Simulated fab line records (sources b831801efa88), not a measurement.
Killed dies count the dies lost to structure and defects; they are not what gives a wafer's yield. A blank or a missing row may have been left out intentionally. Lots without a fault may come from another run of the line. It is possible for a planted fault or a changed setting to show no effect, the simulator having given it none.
One fault seen from 2 desks | flow sky130 | every desk sees just its own numbers, and what lay behind them comes last

## AT THE TOOL OWNER'S DESK: wet bench-02
The tool's own readings at SKY_GATE_OXIDE_CLEAN_00 (cleans in SC1/SC2, time 150 s): means of the sampled wafers that have a number, for each lot that ran on this tool. Any lot whose mean is over 4 standard deviations away from the usual mean is out of limits and marked OUT; that distance is given in the brackets.
Columns: A = bath guard temp C at SKY_GATE_OXIDE_CLEAN_00, usual 70.1 C; B = temp c at SKY_GATE_OXIDE_CLEAN_00, usual 70.01 C
lot  | first seen here | A    | B
L406 | day 12 19:53    | 70.4 | 69.89
L413 | day 16 03:36    | 69.6 | 70.15
L417 | day 16 22:38    | 70.2 | 69.97
This desk's verdict: no lot among the 3 shows anything out of limits.

## THE METROLOGY DESK
Lot by lot, what the gauges showed, no matter which tool ran the lot: averages of those sampled wafers that carry a number. Any lot whose mean is over 4 standard deviations away from the usual mean is out of limits and marked OUT; that distance is given in the brackets.
Columns: A = METAL5_ALCU_THK at SKY_METAL5_THK_MEAS_06, usual 1152 nm
lot  | first seen here | A
L405 | day 42 21:16    | 1165
L406 | day 42 23:11    | 1143
L407 | day 43 01:56    | 1149
L409 | day 43 20:52    | 1145
L410 | day 44 11:47    | 1158
L411 | day 44 13:40    | 1177
L412 | day 44 21:29    | 1158
L413 | day 45 14:06    | 1138
L416 | day 45 20:20    | 1162
L415 | day 45 22:25    | 1141
L417 | day 46 03:47    | 1143
L425 | day 47 22:10    | 1162
L428 | day 48 18:01    | 1144
This desk's verdict: no lot among the 13 shows anything out of limits.

## BROUGHT TOGETHER
The desk of the tool owner found nothing out of limits.
Nothing out of limits was seen by the metrology desk.

## WHAT THE SIMULATOR HAD INSERTED
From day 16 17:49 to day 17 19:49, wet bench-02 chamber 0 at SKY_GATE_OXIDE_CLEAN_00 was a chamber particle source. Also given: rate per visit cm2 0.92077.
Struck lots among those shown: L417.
